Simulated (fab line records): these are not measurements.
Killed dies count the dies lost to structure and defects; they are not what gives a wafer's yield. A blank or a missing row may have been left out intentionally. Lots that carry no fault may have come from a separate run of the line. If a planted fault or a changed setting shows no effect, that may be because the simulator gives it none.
fab line records -- flow sky130
record: lots: 12, wafers: 36, lastDay: 50
route steps=708 shown VIA3@576 METAL4@599 CAP2M@605 PAD_OPEN@708
lots with no fault: from the same line, run without faults
startH: hours from the record's opening day to when the first of the lot's shown wafers began -- waitH: time in hours since the lot's previous step -- " same as the row above -- L1.1+2: a row that stands for several wafers -- - no value present, or no start provided -- * or withheld: withheld -- < > ~ a bound
route shown NAME@n: names a module that has steps shown in the file, with the first one's number in the route -- usual: mean and standard deviation over wafers with no fault -- same: alike in all rows -- chamber/n: place in a boat -- sites: each site's reading -- _std_site: standard deviation across them -- _edge_site: the outer-site mean with the inner-site mean subtracted -- radiusMm: for every site, how far away it sits from the centre of the wafer -- mask NAME#n: copy n -- behind: the most recent tool/chamber to have shaped the wafer -- hold: the reason the lot was held/the length of the hold in hours/how it ended -- device: names the non-switching transistor (n, p or np) -- end of line: the same wafers' tests at the end of the route -- where a step has no rows: the recipe by itself -- killed: at the first sort, the dies lost to defects and structure; wafer yield is something else -- map: a wafer's dies, x killed, . not, _ none there
set.NAME: the setting as run; set.NAME@STEP: as run at that earlier step -- model.NAME: the simulator's own value behind a step, which no gauge read
route steps across a sampled set of lots; one table per step, one row per wafer
services: when a tool's chamber went out of use (startH, in hours from the record's first day, below 0 if earlier), for how many hours, and the reason
== steps ==
step: SKY_VIA3_BOW_MEAS_03
recipe: mode: bow
usual: VIA3_BOW: 80/7.5
lot.wafer,tool,chamber,startH,waitH,VIA3_BOW[um]
L555.1,filmMetro-01,-,910.79,0.1,76
L555.4,filmMetro-01,-,910.79,0.1,90
L555.5,filmMetro-01,-,910.79,0.1,65
L556.1,filmMetro-04,-,925.12,0.2,81
L556.3,filmMetro-04,-,925.12,0.2,81
L556.4,filmMetro-04,-,925.12,0.2,69
L557.1,filmMetro-03,-,930.38,0.2,87
L557.4,filmMetro-03,-,930.38,0.2,86
L557.6,filmMetro-03,-,930.38,0.2,83
L560.2,filmMetro-01,-,945.19,0.3,77
L560.3,filmMetro-01,-,945.19,0.3,69
L560.6,filmMetro-01,-,945.19,0.3,73
L562.2,filmMetro-04,-,959.61,0.2,78
L562.3,filmMetro-04,-,959.61,0.2,72
L562.6,filmMetro-04,-,959.61,0.2,81
L564.2,filmMetro-01,-,983.29,0.1,84
L564.4,filmMetro-01,-,983.29,0.1,76
L564.6,filmMetro-01,-,983.29,0.1,79
L566.2,filmMetro-03,-,991.19,0.2,92
L566.3,filmMetro-03,-,991.19,0.2,85
L566.6,filmMetro-03,-,991.19,0.2,99
L571.1,filmMetro-01,-,1028.36,0.1,80
L571.3,filmMetro-01,-,1028.36,0.1,76
L571.4,filmMetro-01,-,1028.36,0.1,70
L572.1,filmMetro-01,-,1033.42,0.1,80
L572.2,filmMetro-01,-,1033.42,0.1,64
L572.6,filmMetro-01,-,1033.42,0.1,67
L575.1,filmMetro-03,-,1048.60,0.2,72
L575.4,filmMetro-03,-,1048.60,0.2,84
L575.5,filmMetro-03,-,1048.60,0.2,77
L576.2,filmMetro-03,-,1052.38,0.1,74
L576.5,filmMetro-03,-,1052.38,0.1,74
L576.6,filmMetro-03,-,1052.38,0.1,86
L577.3,filmMetro-03,-,1071.60,0.2,74
L577.4,filmMetro-03,-,1071.60,0.2,64
L577.5,filmMetro-03,-,1071.60,0.2,69
step: SKY_METAL4_SPUTTER_01
recipe: material: TiN, targetThkNm: 20, powerW: 6500, timeS: 16.7, chamberPressurePa: 0.4
usual: cathodeDcPowerW: 6500.2/1.3, throttleValvePct: 29.6/1.2
lot.wafer,tool,chamber,startH,waitH,cathodeDcPowerW,throttleValvePct
L555.1,pvdSputter-01,-,936.95,0.0,6499.7,29.8
L555.4,pvdSputter-01,-,936.95,0.0,6498.8,29.8
L555.5,pvdSputter-01,-,936.95,0.0,6501.2,29.6
L556.1,pvdSputter-02,-,951.55,0.0,6498.9,26.2
L556.3,pvdSputter-02,-,951.55,0.0,6500.7,31.4
L556.4,pvdSputter-02,-,951.55,0.0,6500.0,28.7
L557.1,pvdSputter-02,-,956.14,0.0,6501.6,31.3
L557.4,pvdSputter-02,-,956.14,0.0,6500.0,30.0
L557.6,pvdSputter-02,-,956.14,0.0,6501.1,26.2
L560.2,pvdSputter-01,-,971.67,0.0,6498.2,30.3
L560.3,pvdSputter-01,-,971.67,0.0,6500.1,29.4
L560.6,pvdSputter-01,-,971.67,0.0,6499.9,29.9
L562.2,pvdSputter-04,-,984.56,0.0,6499.6,31.2
L562.3,pvdSputter-04,-,984.56,0.0,6500.7,30.4
L562.6,pvdSputter-04,-,984.56,0.0,6498.7,29.9
L564.2,pvdSputter-02,-,1008.29,0.0,6500.3,26.6
L564.4,pvdSputter-02,-,1008.29,0.0,6500.6,28.5
L564.6,pvdSputter-02,-,1008.29,0.0,6500.6,31.4
L566.2,pvdSputter-01,-,1016.45,0.0,6500.0,29.9
L566.3,pvdSputter-01,-,1016.45,0.0,6499.7,30.3
L566.6,pvdSputter-01,-,1016.45,0.0,6498.2,29.8
L571.1,pvdSputter-02,-,1052.68,0.0,6500.3,31.3
L571.3,pvdSputter-02,-,1052.68,0.0,6499.2,30.5
L571.4,pvdSputter-02,-,1052.68,0.0,6501.2,28.9
L572.1,pvdSputter-04,-,1056.15,0.0,6498.9,29.0
L572.2,pvdSputter-04,-,1056.15,0.0,6502.2,28.9
L572.6,pvdSputter-04,-,1056.15,0.0,6501.1,28.7
L575.1,pvdSputter-02,-,1071.42,0.0,6499.9,30.2
L575.4,pvdSputter-02,-,1071.42,0.0,6497.6,31.3
L575.5,pvdSputter-02,-,1071.42,0.0,6497.5,31.5
L576.2,pvdSputter-04,-,1075.00,0.0,6500.5,29.6
L576.5,pvdSputter-04,-,1075.00,0.0,6501.6,30.2
L576.6,pvdSputter-04,-,1075.00,0.0,6501.0,31.1
L577.3,pvdSputter-04,-,1094.40,0.0,6499.1,31.0
L577.4,pvdSputter-04,-,1094.40,0.0,6498.0,28.8
L577.5,pvdSputter-04,-,1094.40,0.0,6502.1,30.2
step: SKY_METAL4_SPUTTER_04
recipe: material: TiN, targetThkNm: 70, powerW: 6500, timeS: 58.3, chamberPressurePa: 0.4
usual: cathodeDcPowerW: 6500.0/1.2, throttleValvePct: 29.6/1.3
lot.wafer,tool,chamber,startH,waitH,cathodeDcPowerW,throttleValvePct
L555.1,pvdSputter-01,-,937.03,0.0,6500.7,30.0
L555.4,pvdSputter-01,-,937.03,0.0,6500.6,30.2
L555.5,pvdSputter-01,-,937.03,0.0,6499.9,29.7
L556.1,pvdSputter-02,-,951.63,0.0,6498.1,26.5
L556.3,pvdSputter-02,-,951.63,0.0,6499.2,31.5
L556.4,pvdSputter-02,-,951.63,0.0,6502.1,28.5
L557.1,pvdSputter-02,-,956.22,0.0,6499.6,31.4
L557.4,pvdSputter-02,-,956.22,0.0,6498.7,30.1
L557.6,pvdSputter-02,-,956.22,0.0,6499.2,26.3
L560.2,pvdSputter-01,-,971.75,0.0,6501.6,30.2
L560.3,pvdSputter-01,-,971.75,0.0,6497.5,29.9
L560.6,pvdSputter-01,-,971.75,0.0,6500.3,30.1
L562.2,pvdSputter-04,-,984.64,0.0,6500.8,31.0
L562.3,pvdSputter-04,-,984.64,0.0,6498.7,30.4
L562.6,pvdSputter-04,-,984.64,0.0,6501.0,30.3
L564.2,pvdSputter-02,-,1008.39,0.0,6499.9,26.4
L564.4,pvdSputter-02,-,1008.39,0.0,6500.8,28.7
L564.6,pvdSputter-02,-,1008.39,0.0,6501.5,31.6
L566.2,pvdSputter-01,-,1016.53,0.0,6499.4,29.9
L566.3,pvdSputter-01,-,1016.53,0.0,6499.0,30.5
L566.6,pvdSputter-01,-,1016.53,0.0,6500.5,29.9
L571.1,pvdSputter-02,-,1052.77,0.0,6500.2,31.3
L571.3,pvdSputter-02,-,1052.77,0.0,7373.9,30.1
L571.4,pvdSputter-02,-,1052.77,0.0,6502.6,28.5
L572.1,pvdSputter-04,-,1056.23,0.0,6499.3,29.6
L572.2,pvdSputter-04,-,1056.23,0.0,6500.5,28.8
L572.6,pvdSputter-04,-,1056.23,0.0,6498.9,28.7
L575.1,pvdSputter-02,-,1071.50,0.0,7373.1,30.3
L575.4,pvdSputter-02,-,1071.50,0.0,6501.4,31.2
L575.5,pvdSputter-02,-,1071.50,0.0,6499.0,31.6
L576.2,pvdSputter-04,-,1075.08,0.0,6498.9,29.4
L576.5,pvdSputter-04,-,1075.08,0.0,6501.8,30.4
L576.6,pvdSputter-04,-,1075.08,0.0,6499.6,31.3
L577.3,pvdSputter-04,-,1094.48,0.0,6498.5,30.7
L577.4,pvdSputter-04,-,1094.48,0.0,6502.0,28.7
L577.5,pvdSputter-04,-,1094.48,0.0,6500.9,29.9
step: SKY_CAP2M_SPUTTER_02
recipe: material: TiN, targetThkNm: 200, tempC: 300, powerW: 6500, timeS: 166.7, chamberPressurePa: 0.4
usual: cathodeDcPowerW: 6500.0/1.2, susceptorTempC: 299.99/0.21, throttleValvePct: 29.4/1.4
lot.wafer,tool,chamber,startH,waitH,cathodeDcPowerW,susceptorTempC,throttleValvePct
L555.1,pvdSputter-03,-,937.17,0.1,6501.3,300.13,27.7
L555.4,pvdSputter-03,-,937.17,0.1,6499.3,299.93,30.2
L555.5,pvdSputter-03,-,937.17,0.1,6498.1,300.16,28.7
L556.1,pvdSputter-03,-,951.76,0.1,6499.3,300.31,30.2
L556.3,pvdSputter-03,-,951.76,0.1,6498.9,299.71,27.9
L556.4,pvdSputter-03,-,951.76,0.1,6501.7,299.90,29.7
L557.1,pvdSputter-03,-,956.35,0.1,6500.5,300.06,27.7
L557.4,pvdSputter-03,-,956.35,0.1,6498.4,299.76,30.0
L557.6,pvdSputter-03,-,956.35,0.1,6500.1,299.96,28.9
L560.2,pvdSputter-02,-,971.88,0.0,6499.3,299.62,26.4
L560.3,pvdSputter-02,-,971.88,0.0,6500.8,300.07,28.7
L560.6,pvdSputter-02,-,971.88,0.0,6498.2,299.93,28.5
L562.2,pvdSputter-02,-,984.77,0.0,6501.7,300.15,28.8
L562.3,pvdSputter-02,-,984.77,0.0,6499.0,299.87,26.5
L562.6,pvdSputter-02,-,984.77,0.0,6500.9,300.10,28.4
L564.2,pvdSputter-01,-,1008.52,0.0,6500.5,299.72,30.3
L564.4,pvdSputter-01,-,1008.52,0.0,6499.4,300.16,29.8
L564.6,pvdSputter-01,-,1008.52,0.0,6499.5,299.92,29.5
L566.2,pvdSputter-02,-,1016.67,0.0,6500.8,300.12,28.5
L566.3,pvdSputter-02,-,1016.67,0.0,6499.8,300.10,31.5
L566.6,pvdSputter-02,-,1016.67,0.0,6498.9,299.98,26.4
L571.1,pvdSputter-01,-,1052.90,0.1,6499.6,300.05,30.2
L571.3,pvdSputter-01,-,1052.90,0.1,6502.7,299.83,29.7
L571.4,pvdSputter-01,-,1052.90,0.1,6498.4,299.90,29.5
L572.1,pvdSputter-02,-,1056.36,0.1,6499.6,300.17,31.6
L572.2,pvdSputter-02,-,1056.36,0.1,6499.8,299.76,30.3
L572.6,pvdSputter-02,-,1056.36,0.1,6498.4,300.19,28.9
L575.1,pvdSputter-01,-,1071.63,0.1,6500.0,299.93,29.9
L575.4,pvdSputter-01,-,1071.63,0.1,6498.3,300.15,29.3
L575.5,pvdSputter-01,-,1071.63,0.1,6499.3,299.37,29.9
L576.2,pvdSputter-02,-,1075.22,0.0,6500.0,299.97,30.3
L576.5,pvdSputter-02,-,1075.22,0.0,6498.9,299.66,26.2
L576.6,pvdSputter-02,-,1075.22,0.0,6499.7,300.24,31.5
L577.3,pvdSputter-02,-,1094.61,0.0,6500.2,299.95,30.0
L577.4,pvdSputter-02,-,1094.61,0.0,6500.4,300.18,26.5
L577.5,pvdSputter-02,-,1094.61,0.0,6501.2,300.21,26.4
step: SKY_PAD_OPEN_PROBE_99
usual: defectLimitedYield: 82.7/2.1, killed_at_M0_to_M3: 43/7.2, killed_at_M4_up: 3.0/1.7, killedAtContacts: 24/5.3, killedAtFrontEnd: 15/4.6, killedAtOther: 0.3/0.5, killedDies: 85/10, killedOpen: 46/7.2, killedShort: 39/6.4, sort_bin_3_pad_short: 0.9/0.42, sort_bin_5_function: 10.2/1.6, sort_bin_6_memory: 6.2/1, sortNPass: 407/10, sortYieldPct: 82.7/2.1
same: grossDies: 492, killedAtBackSide: 0, sort_bin_4_leakage[%]: 0, sort_bin_8_speed[%]: 0
lot.wafer,tool,chamber,startH,waitH,defectLimitedYield[%],killed_at_M0_to_M3,killed_at_M4_up,killedAtContacts,killedAtFrontEnd,killedAtOther,killedDies,killedOpen,killedShort,sort_bin_3_pad_short[%],sort_bin_5_function[%],sort_bin_6_memory[%],sortNPass,sortYieldPct[%]
L555.1,prober-01,-,1083.75,0.1,80.1,53,3,22,19,1,98,53,45,1.0,11.4,7.5,394,80.1
L555.4,prober-01,-,1083.90,0.2,81.7,49,1,27,13,0,90,48,42,1.4,10.6,6.3,402,81.7
L555.5,prober-01,-,1083.95,0.2,82.9,41,3,21,19,0,84,51,33,0.4,10.4,6.3,408,82.9
L556.1,prober-02,-,1094.61,0.1,83.9,46,4,19,9,1,79,43,36,1.8,8.3,5.9,413,83.9
L556.3,prober-02,-,1094.71,0.2,83.3,37,5,19,20,1,82,47,35,0.6,9.8,6.3,410,83.3
L556.4,prober-02,-,1094.76,0.2,83.1,44,4,17,18,0,83,39,44,1.0,9.1,6.7,409,83.1
L557.1,prober-01,-,1096.86,0.1,80.3,64,0,23,9,1,97,55,42,1.6,10.8,7.3,395,80.3
L557.4,prober-01,-,1097.01,0.2,81.7,48,1,26,15,0,90,49,41,0.6,11.4,6.3,402,81.7
L557.6,prober-01,-,1097.11,0.2,81.5,47,2,24,18,0,91,47,44,0.8,12.0,5.7,401,81.5
L560.2,prober-02,-,1109.79,0.1,77.6,47,3,29,31,0,110,61,49,0.8,12.6,8.9,382,77.6
L560.3,prober-02,-,1109.84,0.2,81.3,51,1,18,22,0,92,62,30,0.8,10.4,7.5,400,81.3
L560.6,prober-02,-,1109.99,0.2,83.1,44,5,23,10,1,83,47,36,1.4,9.8,5.7,409,83.1
L562.2,prober-02,-,1120.00,0.1,83.7,40,3,23,14,0,80,48,32,0.6,10.6,5.1,412,83.7
L562.3,prober-02,-,1120.05,0.2,85.6,31,2,19,19,0,71,41,30,1.2,7.9,5.3,421,85.6
L562.6,prober-02,-,1120.20,0.2,81.1,50,5,26,11,1,93,51,42,0.4,11.6,6.9,399,81.1
L564.2,prober-02,-,1139.90,0.1,83.9,41,1,21,16,0,79,44,35,1.6,9.1,5.3,413,83.9
L564.4,prober-02,-,1140.00,0.2,81.9,51,7,23,8,0,89,42,47,1.0,11.4,5.7,403,81.9
L564.6,prober-02,-,1140.10,0.2,84.8,41,0,19,15,0,75,40,35,0.6,9.6,5.1,417,84.8
L566.2,prober-02,-,1147.26,0.1,81.1,37,4,33,19,0,93,55,38,0.4,12.2,6.3,399,81.1
L566.3,prober-02,-,1147.31,0.2,82.7,45,7,18,13,2,85,44,41,1.0,9.8,6.5,407,82.7
L566.6,prober-02,-,1147.46,0.2,78.9,54,8,21,21,0,104,54,50,1.4,13.2,6.5,388,78.9
L571.1,prober-01,-,1176.51,0.1,83.1,46,5,21,11,0,83,40,43,1.2,8.1,7.5,409,83.1
L571.3,prober-01,-,1176.61,0.2,85.4,34,1,27,10,0,72,34,38,0.6,8.5,5.5,420,85.4
L571.4,prober-01,-,1176.66,0.2,84.3,37,3,24,12,1,77,45,32,0.4,9.3,5.9,415,84.3
L572.1,prober-02,-,1179.23,0.1,84.3,38,2,20,17,0,77,45,32,0.4,9.3,5.9,415,84.3
L572.2,prober-02,-,1179.28,0.1,85.4,35,1,24,12,0,72,41,31,1.4,7.7,5.5,420,85.4
L572.6,prober-02,-,1179.48,0.2,81.5,52,3,22,14,0,91,50,41,1.6,12.0,4.9,401,81.5
L575.1,prober-01,-,1191.35,0.1,80.5,55,5,23,13,0,96,54,42,1.0,13.0,5.5,396,80.5
L575.4,prober-01,-,1191.50,0.2,82.7,39,1,22,23,0,85,53,32,0.8,10.8,5.7,407,82.7
L575.5,prober-01,-,1191.55,0.2,79.1,51,4,25,22,1,103,55,48,0.8,12.2,7.9,389,79.1
L576.2,prober-02,-,1193.50,0.1,82.1,46,3,29,9,1,88,50,38,1.4,10.2,6.3,404,82.1
L576.5,prober-02,-,1193.65,0.2,82.1,51,3,21,13,0,88,45,43,1.2,10.0,6.7,404,82.1
L576.6,prober-02,-,1193.70,0.2,81.5,50,6,19,15,1,91,45,46,1.4,11.8,5.3,401,81.5
L577.3,prober-01,-,1207.45,0.2,83.1,36,4,24,19,0,83,46,37,1.6,8.5,6.7,409,83.1
L577.4,prober-01,-,1207.50,0.2,83.7,40,1,25,13,1,80,45,35,0.8,9.6,5.9,412,83.7
L577.5,prober-01,-,1207.55,0.2,82.9,40,4,23,16,1,84,45,39,0.8,8.1,8.1,408,82.9
killed by level:class
L555.1 VIA3:geometricParticle:open=14 VIA1:geometricParticle:open=11 CONTACT:geometricParticle:open=9 POLY_GATE:geometricParticle:short=8 VIA2:geometricParticle:open=8 CONTACT:geometricParticle:short=5 VIA1:geometricParticle:short=5 POLY_CUT:geometricParticle:short=4
L555.4 VIA1:geometricParticle:open=15 CONTACT:geometricParticle:open=7 VIA2:geometricParticle:open=7 CONTACT:geometricParticle:short=6 LI_CONTACT:geometricParticle:short=5 LI_CONTACT:geometricParticle:open=5 METAL3:geometricParticle:short=5 VIA1:geometricParticle:short=5
L555.5 VIA1:geometricParticle:open=10 VIA2:geometricParticle:open=8 LI_CONTACT:geometricParticle:open=7 CONTACT:geometricParticle:open=6 VIA3:geometricParticle:open=6 FIELD_ISO:geometricParticle:short=5 POLY_GATE:geometricParticle:short=5 LOCAL_INTERCONNECT:geometricParticle:short=5
L556.1 VIA1:geometricParticle:open=11 CONTACT:geometricParticle:open=9 VIA3:geometricParticle:open=8 METAL2:geometricParticle:short=6 METAL1:geometricParticle:short=6 FIELD_ISO:geometricParticle:short=5 METAL1:geometricParticle:open=4 VIA1:geometricParticle:short=4
L556.3 VIA1:geometricParticle:open=11 CONTACT:geometricParticle:open=9 POLY_GATE:geometricParticle:short=8 VIA3:geometricParticle:open=8 METAL4:geometricParticle:short=5 POLY_GATE:geometricParticle:open=4 LI_CONTACT:geometricParticle:short=3 LOCAL_INTERCONNECT:geometricParticle:short=3
L556.4 VIA1:geometricParticle:open=8 VIA2:geometricParticle:open=8 VIA1:geometricParticle:short=6 POLY_GATE:geometricParticle:short=5 POLY_GATE:geometricParticle:open=5 CONTACT:geometricParticle:open=5 METAL2:geometricParticle:short=5 FIELD_ISO:geometricParticle:short=4
L557.1 VIA1:geometricParticle:open=20 METAL2:geometricParticle:short=9 CONTACT:geometricParticle:open=9 VIA3:geometricParticle:open=8 VIA2:geometricParticle:open=7 VIA1:geometricParticle:short=6 METAL1:geometricParticle:short=5 LI_CONTACT:geometricParticle:open=4
L557.4 CONTACT:geometricParticle:open=10 LI_CONTACT:geometricParticle:open=8 VIA1:geometricParticle:open=8 VIA1:geometricParticle:short=8 VIA2:geometricParticle:open=7 VIA3:geometricParticle:open=6 FIELD_ISO:geometricParticle:short=4 POLY_GATE:geometricParticle:short=4
L557.6 CONTACT:geometricParticle:open=10 VIA1:geometricParticle:open=9 METAL1:geometricParticle:short=8 LI_CONTACT:geometricParticle:open=7 FIELD_ISO:geometricParticle:open=6 VIA2:geometricParticle:open=6 METAL2:geometricParticle:short=6 CONTACT:geometricParticle:short=5
L560.2 VIA1:geometricParticle:open=13 CONTACT:geometricParticle:open=12 FIELD_ISO:geometricParticle:short=11 VIA2:geometricParticle:open=9 CONTACT:geometricParticle:short=8 FIELD_ISO:geometricParticle:open=6 METAL1:geometricParticle:short=6 LI_CONTACT:geometricParticle:short=5
L560.3 VIA1:geometricParticle:open=17 VIA2:geometricParticle:open=10 VIA3:geometricParticle:open=9 CONTACT:geometricParticle:open=8 FIELD_ISO:geometricParticle:short=7 POLY_GATE:geometricParticle:open=5 METAL1:geometricParticle:short=5 LI_CONTACT:geometricParticle:open=4
L560.6 VIA1:geometricParticle:open=12 CONTACT:geometricParticle:open=8 VIA3:geometricParticle:open=7 VIA1:geometricParticle:short=6 LI_CONTACT:geometricParticle:open=6 LOCAL_INTERCONNECT:geometricParticle:short=4 METAL2:geometricParticle:short=4 METAL4:geometricParticle:short=4
L562.2 CONTACT:geometricParticle:open=13 VIA1:geometricParticle:open=8 VIA2:geometricParticle:open=7 LI_CONTACT:geometricParticle:open=6 VIA3:geometricParticle:open=6 METAL2:geometricParticle:short=5 METAL1:geometricParticle:short=5 POLY_GATE:geometricParticle:short=4
L562.3 METAL3:geometricParticle:short=7 LI_CONTACT:geometricParticle:open=6 POLY_GATE:geometricParticle:open=5 CONTACT:geometricParticle:open=5 VIA3:geometricParticle:open=5 FIELD_ISO:geometricParticle:open=4 POLY_GATE:geometricParticle:short=4 CONTACT:geometricParticle:short=4
L562.6 VIA1:geometricParticle:open=10 VIA2:geometricParticle:open=9 CONTACT:geometricParticle:open=8 LI_CONTACT:geometricParticle:open=7 METAL1:geometricParticle:short=6 METAL2:geometricParticle:short=6 METAL4:geometricParticle:short=5 LOCAL_INTERCONNECT:geometricParticle:short=4
L564.2 VIA3:geometricParticle:open=11 LI_CONTACT:geometricParticle:open=9 VIA1:geometricParticle:open=9 POLY_GATE:geometricParticle:short=6 FIELD_ISO:geometricParticle:open=4 CONTACT:geometricParticle:short=4 CONTACT:geometricParticle:open=4 VIA3:geometricParticle:short=4
L564.4 VIA1:geometricParticle:open=12 VIA2:geometricParticle:open=11 CONTACT:geometricParticle:short=9 METAL2:geometricParticle:short=8 VIA1:geometricParticle:short=7 CONTACT:geometricParticle:open=5 LI_CONTACT:geometricParticle:short=4 METAL4:geometricParticle:short=4
L564.6 VIA1:geometricParticle:open=10 CONTACT:geometricParticle:open=6 VIA2:geometricParticle:open=5 CONTACT:geometricParticle:short=5 VIA1:geometricParticle:short=5 FIELD_ISO:geometricParticle:open=4 POLY_GATE:geometricParticle:short=4 LOCAL_INTERCONNECT:geometricParticle:short=4
L566.2 CONTACT:geometricParticle:open=17 VIA1:geometricParticle:open=13 LI_CONTACT:geometricParticle:open=7 CONTACT:geometricParticle:short=5 FIELD_ISO:geometricParticle:short=4 SPACER:geometricParticle:open=4 METAL2:geometricParticle:short=4 METAL4:geometricParticle:short=4
L566.3 VIA1:geometricParticle:open=12 LI_CONTACT:geometricParticle:open=6 CONTACT:geometricParticle:open=6 VIA2:geometricParticle:open=6 METAL4:geometricParticle:short=6 FIELD_ISO:geometricParticle:short=5 METAL1:geometricParticle:short=5 VIA3:geometricParticle:open=5
L566.6 VIA1:geometricParticle:open=12 METAL2:geometricParticle:short=10 VIA3:geometricParticle:open=8 POLY_GATE:geometricParticle:short=6 CONTACT:geometricParticle:open=6 VIA2:geometricParticle:open=5 VIA1:geometricParticle:short=5 POLY_GATE:geometricParticle:open=5
L571.1 CONTACT:geometricParticle:open=8 METAL2:geometricParticle:short=8 VIA3:geometricParticle:short=7 VIA3:geometricParticle:open=7 VIA1:geometricParticle:open=7 CONTACT:geometricParticle:short=6 POLY_GATE:geometricParticle:short=4 METAL1:geometricParticle:short=4
L571.3 CONTACT:geometricParticle:open=9 VIA1:geometricParticle:open=8 LI_CONTACT:geometricParticle:open=6 CONTACT:geometricParticle:short=6 METAL2:geometricParticle:short=5 VIA1:geometricParticle:short=5 FIELD_ISO:geometricParticle:short=4 VIA3:geometricParticle:open=4
L571.4 CONTACT:geometricParticle:open=9 VIA3:geometricParticle:open=9 LI_CONTACT:geometricParticle:open=8 VIA1:geometricParticle:short=7 VIA1:geometricParticle:open=5 VIA2:geometricParticle:open=5 METAL2:geometricParticle:short=4 FIELD_ISO:geometricParticle:open=3
L572.1 VIA1:geometricParticle:open=11 LOCAL_INTERCONNECT:geometricParticle:short=6 CONTACT:geometricParticle:open=6 FIELD_ISO:geometricParticle:short=5 METAL2:geometricParticle:short=5 LI_CONTACT:geometricParticle:open=5 FIELD_ISO:geometricParticle:open=4 METAL3:geometricParticle:short=4
L572.2 LI_CONTACT:geometricParticle:open=8 VIA3:geometricParticle:open=8 VIA1:geometricParticle:open=7 VIA1:geometricParticle:short=5 CONTACT:geometricParticle:open=4 LOCAL_INTERCONNECT:geometricParticle:short=4 CONTACT:geometricParticle:short=4 METAL1:geometricParticle:short=4
L572.6 VIA1:geometricParticle:open=15 CONTACT:geometricParticle:open=11 VIA2:geometricParticle:open=9 VIA1:geometricParticle:short=8 POLY_GATE:geometricParticle:short=7 METAL2:geometricParticle:short=7 LI_CONTACT:geometricParticle:open=4 VIA3:geometricParticle:short=4
L575.1 VIA1:geometricParticle:open=18 VIA1:geometricParticle:short=10 VIA2:geometricParticle:open=10 LI_CONTACT:geometricParticle:open=8 CONTACT:geometricParticle:open=8 FIELD_ISO:geometricParticle:short=6 METAL2:geometricParticle:short=5 METAL3:geometricParticle:short=5
L575.4 VIA1:geometricParticle:open=11 FIELD_ISO:geometricParticle:short=9 FIELD_ISO:geometricParticle:open=8 LI_CONTACT:geometricParticle:open=8 CONTACT:geometricParticle:open=8 VIA1:geometricParticle:short=7 VIA2:geometricParticle:open=7 CONTACT:geometricParticle:short=5
L575.5 VIA1:geometricParticle:open=16 CONTACT:geometricParticle:open=11 FIELD_ISO:geometricParticle:short=8 FIELD_ISO:geometricParticle:open=6 CONTACT:geometricParticle:short=6 METAL1:geometricParticle:short=6 VIA1:geometricParticle:short=6 VIA2:geometricParticle:open=5
L576.2 VIA1:geometricParticle:open=16 CONTACT:geometricParticle:open=10 LOCAL_INTERCONNECT:geometricParticle:short=9 METAL2:geometricParticle:short=8 LI_CONTACT:geometricParticle:open=6 VIA2:geometricParticle:open=6 POLY_GATE:geometricParticle:open=4 VIA1:geometricParticle:short=4
L576.5 VIA2:geometricParticle:open=12 LI_CONTACT:geometricParticle:open=8 VIA1:geometricParticle:open=7 VIA1:geometricParticle:short=6 VIA3:geometricParticle:short=6 CONTACT:geometricParticle:open=5 FIELD_ISO:geometricParticle:short=4 CONTACT:geometricParticle:short=4
L576.6 VIA1:geometricParticle:open=12 METAL1:geometricParticle:short=9 METAL2:geometricParticle:short=8 LI_CONTACT:geometricParticle:open=6 CONTACT:geometricParticle:open=6 VIA2:geometricParticle:open=6 FIELD_ISO:geometricParticle:open=5 VIA2:geometricParticle:short=4
L577.3 VIA1:geometricParticle:open=10 LI_CONTACT:geometricParticle:open=8 POLY_GATE:geometricParticle:short=7 CONTACT:geometricParticle:open=6 METAL1:geometricParticle:short=5 FIELD_ISO:geometricParticle:short=4 FIELD_ISO:geometricParticle:open=4 CONTACT:geometricParticle:short=4
L577.4 VIA3:geometricParticle:open=12 VIA1:geometricParticle:open=9 CONTACT:geometricParticle:open=7 LI_CONTACT:geometricParticle:open=5 LOCAL_INTERCONNECT:geometricParticle:short=5 VIA1:geometricParticle:short=5 FIELD_ISO:geometricParticle:open=4 METAL1:geometricParticle:short=4
L577.5 LI_CONTACT:geometricParticle:open=9 VIA1:geometricParticle:open=8 POLY_GATE:geometricParticle:open=5 VIA3:geometricParticle:open=5 CONTACT:geometricParticle:open=5 METAL2:geometricParticle:short=5 VIA2:geometricParticle:short=5 POLY_GATE:geometricParticle:short=4
== services ==
tool,chamber,startH,hours,kind
pvdSputter-02,-,922.04,4.1,repair
pvdSputter-02,-,941.44,5.5,repair
pvdSputter-02,-,952.73,1.2,repair
pvdSputter-03,-,982.94,2.3,repair
pvdSputter-03,-,990.50,90.0,repair
pvdSputter-02,-,1020.75,3.3,repair
pvdSputter-03,-,1057.02,1.9,repair
pvdSputter-01,-,1090.19,24.9,repair
pvdSputter-02,-,1091.59,0.9,repair
== key ==
firstSign: step: SKY_METAL4_SPUTTER_04, reading: cathodeDcPowerW, direction: up, sigmas: 99+, usual: 6500.0, struck: 7373.5
effect none on later readings
metAt SKY_METAL4_SPUTTER_04
struckLots L571,L575
struckWafers L571.3,L575.1
notActingAt SKY_VIA3_BOW_MEAS_03,SKY_METAL4_SPUTTER_01,SKY_CAP2M_SPUTTER_02
onsetBetween 956.22 1052.77
fault: kind: processParameterDrift, tool: pvdSputter-02, chamber: -, onsetH: 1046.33, steps: SKY_METAL4_SPUTTER_04, channel: powerW, offset: *, shape: step, endH: 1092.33, actsIn: *, stated: *, scope: struckWafersOnly
